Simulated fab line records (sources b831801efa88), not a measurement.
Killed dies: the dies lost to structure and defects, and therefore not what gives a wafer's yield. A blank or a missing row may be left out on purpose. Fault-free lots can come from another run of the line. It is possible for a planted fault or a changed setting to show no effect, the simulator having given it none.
Which tool did it? ; flow sky130 ; route of 708 steps, sampled at 1 step: 6 lots, 18 wafers

WHAT THE GAUGES SHOWED, per wafer
SKY_PWDE_OVL_MEAS_07.
lot;measured;on;PWDE_OVL (nm)
L858;day 4 05:47;overlay-01;-0.2 0.5 -3.9
L861;day 4 23:50;overlay-02;0.1 1.2 -1.0
L863;day 5 13:02;overlay-01;-0.8 1.0 0.9
L866;day 6 00:49;overlay-01;-1.2 -0.7 -0.5
L869;day 6 19:54;overlay-02;-1.2 -2.0 -1.4
L879;day 9 05:08;overlay-01;-0.2 0.2 1.4

WHICH TOOL RAN EACH LOT (tool, then ch and the chambers of the sampled wafers, then the start)
There is no process step in the record ahead of these readings.

THE ANSWER, worked out from the rows above alone
Rule: the usual values come from the lots themselves. Put in order of their means at a reading, lots are off if they are a third of the lots or fewer, leave a main group of 4 or more, and stand apart from it by a gap of 3 or more times the standard deviation of the main group's means; of several such gaps the widest counts. The tables above print the reading to a certain number of digits; a main group whose means all agree to those digits is not used. A lot without any number at a reading at which 4 lots or more have one is off too. Where the step has rows for the other lots, those lots are counted as sound.
Across all readings shown, no lot is off: no conclusion can be drawn from this.

WHAT HAD BEEN PUT IN BY THE SIMULATOR
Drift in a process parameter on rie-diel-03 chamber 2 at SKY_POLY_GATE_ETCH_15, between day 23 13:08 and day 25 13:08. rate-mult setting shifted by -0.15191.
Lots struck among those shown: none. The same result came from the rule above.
